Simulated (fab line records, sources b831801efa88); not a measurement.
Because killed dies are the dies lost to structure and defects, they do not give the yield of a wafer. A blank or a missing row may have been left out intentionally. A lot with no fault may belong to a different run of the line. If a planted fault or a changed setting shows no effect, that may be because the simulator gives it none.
A lot that was struck, set against a sound lot :: flow sfq line :: 18 steps out of a route of 325
Sound: the wafers L656.1, L656.3, L656.5. Struck: wafers L664.2, L664.3, L664.5. Last of all comes the cause.
For every step that has rows: the tool of each side, followed by ch and its chambers, followed by its first start. Under that, the readings that differ: sound wafers :: struck wafers :: difference of the means :: sigmas: that difference in standard deviations of wafers without a fault.
alike: a reading whose means differ by less than 2 such deviations, as well as words and numbers matching on both sides. not compared: withheld readings; readings where some wafer has no value; bounds like >300 that might hide an equal value; numbers whose values overlap and for which the record gives no deviation.
The two part at a step that has a row with sigmas, a row that says differs or no value, or rows on one side only. Numbers that don't overlap but have no deviation are shown without sigmas and don't part them. Lack of a reading on every wafer of one side parts them only where that side has two or more wafers.

first, 5 steps without rows for these wafers: SFQ_TRILAYER_I7_VIA_LITHO_COAT_187 (resist thk 650 nm); SFQ_TRILAYER_I7_VIA_LITHO_SOFTBAKE_191; SFQ_TRILAYER_I7_VIA_LITHO_EXPOSE_188 (exposes mask I7, target cd 1000 nm); SFQ_TRILAYER_I7_VIA_LITHO_PEB_190 (peb time 60 s); SFQ_TRILAYER_I7_VIA_LITHO_DEVELOP_189 (time 60 s).
SFQ_I7_OVL_MEAS_947:
  sound on overlay-01 at day 77 07:54; struck on overlay-01 at day 79 11:29
reading: I7_OVL (nm)
sound: -4 6 10
struck: -7 -10 -7
difference: -12
sigmas: -2
SFQ_TRILAYER_I7_VIA_BARC_OPEN_VIA_ETCH_260: etches BARC in O2, target depth 125 nm, time 41.7 s.
  sound on rie diel-04 ch 1,3, day 77 07:56; struck on rie diel-01 ch 0,1,3, day 79 11:31
reading: drypump motor current A (A)
sound: 6.2 6.2 6.3
struck: 5.1 5.7 5.1
difference: -0.9
sigmas: -2
  alike: oes product au
  not compared: rf hours counter h
SFQ_TRILAYER_I7_VIA_ETCH_VIA_ETCH_190: etches SiO2 in CHF3, stops on Nb, target depth 260 nm.
  sound on rie diel-04 ch 1,3, day 77 07:59; struck on rie diel-01 ch 0,1,3, day 79 11:34
reading: drypump motor current A (A)
sound: 6.2 6.3 6.2
struck: 5.1 5.7 5.1
difference: -0.9
sigmas: -2
  alike: oes product au
SFQ_TRILAYER_I7_VIA_STRIP_STRIP_191: strips in O2.
  sound on rie metal-02 ch 1, day 77 08:05; struck on rie metal-04 ch 0, day 79 11:40
  alike: drypump motor current A, he backside leak sccm, oes product au, platen temp c
  not compared: rf hours counter h
then, 3 steps without rows for these wafers: SFQ_TRILAYER_I7_VIA_STRIP_SOLV_CLEAN_192 (cleans in NMP, time 600 s); SFQ_TRILAYER_M8_LITHO_LOR_COAT_197; SFQ_TRILAYER_M8_LITHO_LOR_BAKE_198.
SFQ_TRILAYER_M8_LITHO_COAT_193: resist thk 600 nm.
  sound on litho track-04 ch 0, day 77 09:00; struck on litho track-04 ch 0, day 79 13:00
reading: model.KrF_of_TRILAYER_M8_LITHO_COAT_193.thk nm (nm)
sound: 598.7 597.4 600.6
struck: 621.2 625.5 624
difference: +24.7
sigmas: 
  alike: dispense pressure kPa
then, 3 steps without rows for these wafers: SFQ_TRILAYER_M8_LITHO_SOFTBAKE_199; SFQ_TRILAYER_M8_LITHO_EXPOSE_194 (exposes mask M8, target cd 2000 nm); SFQ_TRILAYER_M8_LITHO_PEB_196 (peb time 60 s).
-- the record jumps here: 4 days lie between the struck wafers' starts before and after --
SFQ_TRILAYER_M8_LITHO_DEVELOP_195: img clear 15 s, time 55 s.
  sound on litho track-04 ch 0, day 81 12:20; struck on litho track-04 ch 0, day 83 17:40
reading: model.KrF_of_TRILAYER_M8_LITHO_COAT_193.thk nm (nm)
sound: 574.4 573.2 576.4
struck: 596.9 601.2 599.8
difference: +24.6
sigmas: 
SFQ_M8_OVL_MEAS_948:
  sound on overlay-02 at day 81 12:28; struck on overlay-01 at day 83 17:47
  alike: M8_OVL

## WHERE THEY PART
Earliest at SFQ_I7_OVL_MEAS_947; latest, in this record, at SFQ_TRILAYER_I7_VIA_ETCH_VIA_ETCH_190. Later steps at which nothing parts them and some readings are alike: SFQ_TRILAYER_I7_VIA_STRIP_STRIP_191, SFQ_TRILAYER_M8_LITHO_COAT_193, SFQ_M8_OVL_MEAS_948.

WHY: what the simulator had put in
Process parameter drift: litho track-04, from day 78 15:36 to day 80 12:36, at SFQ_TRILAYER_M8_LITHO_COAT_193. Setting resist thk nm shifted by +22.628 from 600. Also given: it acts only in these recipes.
